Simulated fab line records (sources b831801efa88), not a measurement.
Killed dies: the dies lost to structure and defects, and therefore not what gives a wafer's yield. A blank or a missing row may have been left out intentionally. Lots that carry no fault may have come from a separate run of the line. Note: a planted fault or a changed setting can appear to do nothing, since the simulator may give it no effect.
fab line records | flow sky130
record: lots: 6 | wafers: 18 | last-day: 50
route steps=708 shown GATE_OXIDE@199 POLY_GATE@204 RES_PROTECT@206
lots untouched by any fault: they come from a run of this same line in which no faults occurred
start-h: hours from the record's opening day to when the first of the lot's shown wafers began | wait-h: hours elapsed since this lot's preceding step | " identical to the entry in the row above | L1.1+2: several wafers, shown together as one row | - no value, or no start given | * or withheld: withheld | < > ~ a bound
route shown NAME@n: a module of which the file shows steps, and the number in the route of the first | usual: average and standard deviation across the fault-free wafers | same: alike in all rows | chamber/n: place in a boat | sites: per-site readings | _std_site: how widely they spread, as a standard deviation | _edge_site: the outer-site mean with the inner-site mean subtracted | radius-mm: how far each site lies from the wafer's centre | mask NAME#n: copy n | behind: the most recent tool/chamber to have shaped the wafer | hold: what put the lot on hold/how long, in hours/how the hold closed | device: which transistor (n, p or np) failed to switch | end of line: the tests these same wafers got at the end of their route | step lacking rows: just its recipe | killed: the dies lost at the first sort to structure and to defects; this is not the yield of the wafer | map: shows each die of a wafer: x if killed, . if not, _ if none is there
set.NAME: setting as actually run; set.NAME@STEP: the setting as run at that earlier step | model.NAME: the simulator's own value behind a step, which no gauge read
lots at some steps of the route; a table a step, a row a wafer
services: when a tool's chamber went out of use (start-h, in hours from the record's first day, below 0 if earlier), for how many hours, and the reason
== steps ==
step: SKY_GATE_OXIDE_WET_ETCH_12
recipe: chemistry: dHF | target-depth-nm: 16.8 | dry: n2-spin | target: SiO2 | dilution: 100:1 | temp-c: 25 | time-s: 336
step: SKY_GATE_OXIDE_STRIP_13
recipe: chemistry: O2/N2 | power-w: 1400 | pressure-mtorr: 1500 | platen-temp-c: withheld | o2-flow-sccm: 3000 | n2-flow-sccm: 300 | overash-fraction: 0.5
usual: drypump-motor-current-A: 5.4/0.46 | oes-product-au: 0.716/0.0045 | strip-time-to-endpoint-s: 14.19/0.035
lot.wafer | tool            | chamber | start-h | wait-h | drypump-motor-current-A | oes-product-au | rf-hours-counter-h | strip-time-to-endpoint-s
L555.2    | plasma-asher-04 | 0       | 294.18  | 0.0    | 6.1                     | 0.718          | 61                 | 14.19
L555.3    | "               | 1       | "       | "      | 6.0                     | 0.709          | -                  | 14.19
L555.5    | "               | 0       | "       | "      | 6.1                     | 0.715          | -                  | 14.18
L558.1    | plasma-asher-02 | 0       | 329.40  | 0.0    | 4.9                     | 0.718          | 22                 | 14.14
L558.5    | "               | 1       | "       | "      | 5.6                     | 0.721          | -                  | 14.10
L558.6    | "               | 0       | "       | "      | 4.9                     | 0.718          | -                  | 14.11
L562.1    | plasma-asher-02 | 1       | 369.21  | 0.0    | 5.6                     | 0.719          | 26                 | 14.21
L562.3    | "               | 0       | "       | "      | 5.0                     | 0.715          | -                  | 14.25
L562.6    | "               | 1       | "       | "      | 5.6                     | 0.711          | -                  | 14.22
L561.4    | plasma-asher-01 | 0       | 369.46  | 0.0    | 4.8                     | 0.721          | -                  | 14.24
L561.5    | "               | 0       | "       | "      | 4.8                     | 0.723          | -                  | 14.28
L561.6    | "               | 1       | "       | "      | 5.3                     | 0.706          | -                  | 14.26
L570.1    | plasma-asher-04 | 0       | 462.42  | 0.0    | 6.1                     | 0.711          | 78                 | 14.20
L570.3    | "               | 0       | "       | "      | 6.1                     | 0.717          | -                  | 14.26
L570.6    | "               | 1       | "       | "      | 6.0                     | 0.720          | -                  | 14.21
L576.3    | plasma-asher-04 | 0       | 503.60  | 0.0    | 6.1                     | 0.707          | -                  | 14.15
L576.5    | "               | 1       | "       | "      | 6.0                     | 0.708          | -                  | 14.21
L576.6    | "               | 0       | "       | "      | 6.1                     | 0.717          | -                  | 14.23
step: SKY_GATE_OXIDE_TW_MEAS_14
usual: GATE_OXIDE_TW: 225.4/1.1
lot.wafer | tool          | chamber | start-h | wait-h | GATE_OXIDE_TW
L555.2    | film-metro-02 | -       | 294.29  | 0.1    | 225.3
L555.3    | "             | -       | "       | "      | 224.6
L555.5    | "             | -       | "       | "      | 224.9
L558.1    | film-metro-02 | -       | 329.50  | 0.1    | 225.0
L558.5    | "             | -       | "       | "      | 226.8
L558.6    | "             | -       | "       | "      | 226.6
L562.1    | film-metro-02 | -       | 369.31  | 0.1    | 224.5
L562.3    | "             | -       | "       | "      | 225.6
L562.6    | "             | -       | "       | "      | 226.8
L561.4    | film-metro-04 | -       | 369.55  | 0.1    | 224.7
L561.5    | "             | -       | "       | "      | 225.8
L561.6    | "             | -       | "       | "      | 224.9
L570.1    | film-metro-01 | -       | 462.52  | 0.1    | 227.1
L570.3    | "             | -       | "       | "      | 227.3
L570.6    | "             | -       | "       | "      | 226.6
L576.3    | film-metro-02 | -       | 503.68  | 0.1    | 225.8
L576.5    | "             | -       | "       | "      | 226.2
L576.6    | "             | -       | "       | "      | 226.9
step: SKY_GATE_OXIDE_CLEAN_15
recipe: chemistry: SC1/SC2 | mix: 1:4:20 | temp-c: 70 | time-s: 150 | dry: n2-spin
step: SKY_GATE_OXIDE_OXIDATION_16
recipe: temp-c: 800 | ambient: O2 | idle-temp-c: 700 | ramp-up-c-per-min: 10 | ramp-down-c-per-min: 3 | stabilise-s: 600 | purge-s: 300 | target-thk-a: 35.7 | ox-time-s: 1915
step: SKY_POLY_GATE_CVD_00
recipe: material: poly-Si | target-thk-nm: 180 | temp-c: 620 | time-s: 720 | pressure-mtorr: 200
step: SKY_POLY_GATE_THK_MEAS_01
recipe: reads: poly-Si_of_POLY_GATE_CVD_00
usual: POLY_GATE_CVD_00_THK: 179.9/1.6
lot.wafer | tool          | chamber | start-h | wait-h | POLY_GATE_CVD_00_THK[nm]
L555.2    | film-metro-03 | -       | 298.42  | 0.1    | 183.7
L555.3    | "             | -       | "       | "      | 182.3
L555.5    | "             | -       | "       | "      | 181.3
L558.1    | film-metro-04 | -       | 332.34  | 0.0    | 179.1
L558.5    | "             | -       | "       | "      | 180.8
L558.6    | "             | -       | "       | "      | 181.9
L562.1    | film-metro-03 | -       | 373.68  | 0.0    | 180.7
L562.3    | "             | -       | "       | "      | 180.3
L562.6    | "             | -       | "       | "      | 180.4
L561.4    | film-metro-02 | -       | 373.71  | 0.0    | 181.2
L561.5    | "             | -       | "       | "      | 181.4
L561.6    | "             | -       | "       | "      | 181.9
L570.1    | film-metro-03 | -       | 465.66  | 0.0    | 179.5
L570.3    | "             | -       | "       | "      | 178.7
L570.6    | "             | -       | "       | "      | 177.8
L576.3    | film-metro-03 | -       | 506.52  | 0.0    | 178.2
L576.5    | "             | -       | "       | "      | 179.2
L576.6    | "             | -       | "       | "      | 178.7
step: SKY_RES_PROTECT_DEHYDRATE_00
recipe: temp-c: 200 | time-s: 60
step: SKY_RES_PROTECT_HMDS_01
recipe: prime-time-s: 60 | prime-temp-c: 120
step: SKY_RES_PROTECT_COAT_02
recipe: resist: NOVOLAK | spin-rpm: 3000 | resist-thk-nm: 1140
step: SKY_RES_PROTECT_SOFTBAKE_03
recipe: temp-c: 90 | time-s: 60 | resist: NOVOLAK
step: SKY_RES_PROTECT_EXPOSE_04
recipe: mask-id: RPM | na: 0.6 | source-shape: conventional | sigma-outer: 0.6 | polarization: unpolarized | target-cd-nm: 1270 | dose-mj: 131
step: SKY_RES_PROTECT_PEB_05
recipe: temp-c: withheld | time-s: * | resist: NOVOLAK
usual: chill-plate-temp-C: * | exhaust-pa: 45.3/0.9
lot.wafer | tool           | chamber | start-h | wait-h | chill-plate-temp-C | exhaust-pa
L555.2    | litho-track-03 | 0       | 324.11  | -      | *                  | 44.7
L555.3    | "              | 0       | "       | "      | *                  | 44.2
L555.5    | "              | 0       | "       | "      | *                  | 43.9
L558.1    | litho-track-02 | 0       | 359.24  | -      | *                  | 44.5
L558.5    | "              | 0       | "       | "      | *                  | 45.3
L558.6    | "              | 0       | "       | "      | *                  | 45.3
L562.1    | litho-track-02 | -       | 399.54  | -      | -                  | -
L562.3    | "              | -       | "       | "      | -                  | -
L562.6    | "              | -       | "       | "      | -                  | -
L561.4    | litho-track-04 | -       | 399.84  | -      | -                  | -
L561.5    | "              | -       | "       | "      | -                  | -
L561.6    | "              | -       | "       | "      | -                  | -
L570.1    | litho-track-04 | 0       | 495.46  | -      | *                  | 44.6
L570.3    | "              | 0       | "       | "      | *                  | 45.4
L570.6    | "              | 0       | "       | "      | *                  | 45.3
L576.3    | litho-track-03 | 0       | 535.98  | -      | *                  | 46.0
L576.5    | "              | 0       | "       | "      | *                  | 44.1
L576.6    | "              | 0       | "       | "      | *                  | 46.0
step: SKY_RES_PROTECT_DEVELOP_06
recipe: resist: NOVOLAK | developer: TMAH | develop-time-s: 60 | dev-temp-c: 23
== services ==
tool            | chamber | start-h | hours | kind
plasma-asher-04 | -       | 336.06  | 1.0   | repair
plasma-asher-01 | -       | 421.32  | 9.0   | pm
plasma-asher-01 | 0       | 421.32  | 9.0   | vent-cycle
plasma-asher-01 | 1       | 421.32  | 9.0   | vent-cycle
plasma-asher-01 | 0       | 430.32  | -     | clean
plasma-asher-01 | 1       | 430.32  | -     | clean
plasma-asher-01 | -       | 496.56  | 2.8   | pm
plasma-asher-01 | -       | 505.16  | 2.3   | repair
== key ==
first-sign: step: SKY_RES_PROTECT_PEB_05 | reading: tool-record | direction: missing
effect none on later readings
met-at SKY_RES_PROTECT_PEB_05
struck-wafers L561.4,L561.5,L561.6,L562.1,L562.3,L562.6
sort-left-out L561.4,L561.5,L561.6,L562.1,L562.3,L562.6
tester-left-out L561,L562
onset-between 359.24 399.54
fault: kind: skipped-step-whole | tool: litho-track-02,litho-track-04 | chamber: - | onset-h: 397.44 | steps: SKY_RES_PROTECT_PEB_05 | scope: struck-lots-only
tester-left-out: of these lots the tester's yield and bins aren't shown, on N5 and GAA mostly nor the transistor test; their killed dies are dies lost to structure and defects alone, not to doping, threshold or leakage, so they don't give the yield
sort-left-out: the simulated sort isn't trusted on such a fault, so these wafers' sort isn't shown, and their yield isn't known
